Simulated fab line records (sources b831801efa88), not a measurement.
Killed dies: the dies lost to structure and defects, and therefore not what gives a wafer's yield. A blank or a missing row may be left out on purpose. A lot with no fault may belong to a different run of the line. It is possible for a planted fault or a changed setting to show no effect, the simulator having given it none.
A struck lot beside a sound one    flow sky130    15 out of 708 route steps
Sound: these wafers, L826.2, L826.3, L826.5. The struck wafers were L819.1, L819.2, L819.6. Last of all comes the cause.
Per side, at each step with rows, come the tool, then ch with its chambers, and then its first start. Under that, the readings that differ: sound wafers    struck wafers    difference of the means    sigmas: that difference in standard deviations of wafers without a fault.
alike: readings whose means differ by less than 2 such deviations, and words and numbers that are the same on both sides. not compared: withheld readings, readings that some wafer has no value for, bounds like >300 that may hide the same value, and numbers for which the record gives no deviation and whose values overlap.
The two part at a step that has a row with sigmas, a row that says differs or no value, or rows on one side only. Numbers that don't overlap but have no deviation are shown without sigmas and don't part them. Lack of a reading on every wafer of one side parts them only where that side has two or more wafers.

SKY_NWELL_RS_MEAS_29: a four-point-probe measurement.
  sound: filmMetro-03 at day 9 16:12; struck: filmMetro-03 at day 8 10:21
  alike: NWELL_RS
SKY_NWELL_RS_MEAS_31: a four-point-probe measurement.
  sound: filmMetro-03 at day 9 16:26; struck: filmMetro-03 at day 8 10:35
  alike: PWDE_RS
then, 7 steps without rows for these wafers: SKY_VT_ADJUST_HVTP_DEHYDRATE_00 (time 60 s); SKY_VT_ADJUST_HVTP_HMDS_01 (prime time 60 s); SKY_VT_ADJUST_HVTP_COAT_02 (resist thk 1140 nm); SKY_VT_ADJUST_HVTP_SOFTBAKE_03 (time 60 s); SKY_VT_ADJUST_HVTP_EXPOSE_04 (exposes mask HVTPM, target cd 380 nm); SKY_VT_ADJUST_HVTP_PEB_05; SKY_VT_ADJUST_HVTP_DEVELOP_06 (develop time 60 s).
SKY_VT_ADJUST_HVTP_CD_MEAS_07: target cd 380 nm.
  sound: cdSem-02 at day 10 14:18; struck: cdSem-02 at day 9 07:04
  alike: cdNm
SKY_VT_ADJUST_HVTP_OVL_MEAS_08:
  sound: overlay-02 at day 10 14:25; struck: overlay-02 at day 9 07:11
  alike: VT_ADJUST_HVTP_OVL
SKY_VT_ADJUST_HVTP_IMPLANT_09:
  sound on implanter-01 ch 0, day 10 14:28; struck on implanter-04 ch 0, day 9 07:14
reading           sound                          struck                         difference  sigmas
doseIonsCm2       4.302e+12 4.303e+12 4.305e+12  4.788e+12 4.776e+12 4.777e+12  +4.770e+11  +99 or more
faradayCurrentUA  24.9 25.2 25.3                 26.5 27.1 26.8                 +1.7        +3
SKY_VT_ADJUST_HVTP_STRIP_10: strips in O2/N2.
  sound on plasmaAsher-01 ch 1, day 10 14:35; struck on plasmaAsher-02 ch 0,1, day 9 07:23
  alike: drypumpMotorCurrentA, oesProductAu, stripTimeToEndpointS
  not compared: rfHoursCounterH
SKY_VT_ADJUST_HVTP_TW_MEAS_11:
  sound: filmMetro-03 at day 10 14:42; struck: filmMetro-01 at day 9 07:43
reading            sound           struck          difference  sigmas
VT_ADJUST_HVTP_TW  1347 1340 1346  1394 1393 1399  +51         +8
  not compared: hold
-- the record jumps here: 39 days lie between the struck wafers' starts before and after (it left off in module VT_ADJUST_HVTP and takes up again in module PAD_OPEN, whose first step shown is number 708 of the route) --
SKY_PAD_OPEN_PROBE_99:
  sound: prober-02 at day 49 11:35; struck: prober-01 at day 48 10:16
reading                                sound                 struck                difference  sigmas
model.etest.tipP.rsOhmSq               6896 6936 6891        7170 7159 7176        +261        
model.etest.pfet_01v8_mvt.driveUaUm    149.8 148.6 145.9     142.4 139.6 137.8     -8.2        
model.etest.pfet_01v8_mvt.offLog10AUm  -10.71 -10.8 -10.7    -11.75 -11.75 -11.99  -1.09       
model.etest.pfet_01v8.offLog10AUm      -10.06 -10.11 -10.39  -10.64 -10.9 -10.86   -0.61       
  alike: killed_at_M0_to_M3, killed_at_M4_up, killedAtContacts, killedAtFrontEnd, killedAtOther, killedDies, killedOpen, killedShort
  not compared: model.etest.pfet_01v8.driveUaUm, model.etest.pfet_01v8_hvt.driveUaUm, model.etest.sramPfetLatch.offLog10AUm, model.etest.pfet_01v8_hvt.offLog10AUm

## WHERE THEY PART
At SKY_VT_ADJUST_HVTP_IMPLANT_09 first; at SKY_VT_ADJUST_HVTP_TW_MEAS_11 last (within this record only). Later steps at which nothing parts them and some readings are alike: SKY_PAD_OPEN_PROBE_99.

WHY: what had been put in by the simulator
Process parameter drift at SKY_VT_ADJUST_HVTP_IMPLANT_09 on implanter-04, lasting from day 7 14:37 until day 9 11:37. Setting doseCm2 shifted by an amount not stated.
